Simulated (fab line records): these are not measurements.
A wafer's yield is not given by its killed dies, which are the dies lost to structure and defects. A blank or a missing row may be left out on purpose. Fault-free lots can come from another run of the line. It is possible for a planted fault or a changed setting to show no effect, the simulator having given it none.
8D (eight disciplines) problem report, filled in by code :: flow sfq_line :: the parts of the form that need people (team, actions taken, sign-off) are left out

1. THE ISSUE
rf_fwd_power_W at SFQ_TRILAYER_I0_DEP_PECVD_027 reads a mean of 108.4 W on 2 wafers of 2 lots; wafers without a fault read 182.3 W with a standard deviation of 0.64. So: -99 or more standard deviations from the usual mean.
The step: deposits SiO2 from SiH4/N2O, time 111.11 s, target thk 500 nm.
Earliest sighting: wafer L430.2 on pecvd-02 at day 17 08:25. At this step, 42 wafers from 14 lots have a number in the record. By rule, "out" or "out of limits" means more than 4 standard deviations away from the usual mean. The other wafers with a number count as sound.

2. WHAT IT IS, AND WHAT IT ISN'T
question: which readings at this step
is: rf_fwd_power_W, showerhead_vpp_V
is not: throttle_valve_pct

question: which lots
is: L430, L431
is not: L421, L423, L424, L425, L427, L429, L432, L440, L441, L442, L443, L444

question: which wafers of those lots
is: L430.2, L431.5
is not: L430.1, L430.3, L431.3, L431.6

question: read on which tools
is: pecvd-02
is not: pecvd-01, pecvd-04

question: when
is: from day 17 08:25
is not: up to then (20 sound wafers); but 20 sound wafers of L431, L432, L440, L441, L442, L443, L444 came after

3. WHAT RULES OUT EACH SUSPECT
Counting: if a tool at a process step up to the reading ran every lot that is out, it stays a suspect. Sound lots after the first of them don't rule it out here, since some wafers of a struck lot are sound.
- pecvd-02 at SFQ_TRILAYER_I0_DEP_PECVD_027 (deposits SiO2 from SiH4/N2O, time 111.11 s, target thk 500 nm): kept. It ran every lot that is out, first L430 (day 17 08:25); its last sound lot up to then is L429 (day 17 04:51). Its own readings are out on those wafers: rf_fwd_power_W, showerhead_vpp_V.
- Within pecvd-02 at SFQ_TRILAYER_I0_DEP_PECVD_027: the wafers that are out ran in chamber 1; their sound lot-mates ran in chamber 2.
After counting, what remains is pecvd-02 at SFQ_TRILAYER_I0_DEP_PECVD_027.

4. THE CAUSE (what the simulator had put in)
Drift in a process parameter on pecvd-02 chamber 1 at SFQ_TRILAYER_I0_DEP_PECVD_027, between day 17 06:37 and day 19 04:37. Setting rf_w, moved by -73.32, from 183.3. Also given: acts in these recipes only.
Only this tool survived the counting.

5. THE EFFECT CHAIN, in route order
Each row: a reading whose mean over the struck wafers that have a number lies more than 3 standard deviations from the usual. Only readings for which the record gives a usual standard deviation are gone through. hours: the time from each lot's start at the first step in this table that gives one to its start at this step, as a median over the lots. sigmas: the change in usual standard deviations.
hours: 0
step: SFQ_TRILAYER_I0_DEP_PECVD_027
reading: rf_fwd_power_W
usual: 182.3 W
on struck wafers: 108.4
change: -73.9
sigmas: -99 or more

hours: 0
step: SFQ_TRILAYER_I0_DEP_PECVD_027
reading: showerhead_vpp_V
usual: 832 V
on struck wafers: 650
change: -182
sigmas: -7.6

hours: 2
step: SFQ_TRILAYER_I0_CMP_CMP_028
reading: time_to_endpoint_s
usual: 216 s
on struck wafers: 162
change: -54
sigmas: -7.9
The process steps in it:
- SFQ_TRILAYER_I0_DEP_PECVD_027: deposits SiO2 from SiH4/N2O, time 111.11 s, target thk 500 nm.
- SFQ_TRILAYER_I0_CMP_CMP_028: polishes SiO2.

6. HOW IT WOULD HAVE BEEN CAUGHT EARLIER
In this record no reading fell out of limits until day 17 08:25, 2 hours after the fault had begun at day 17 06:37.
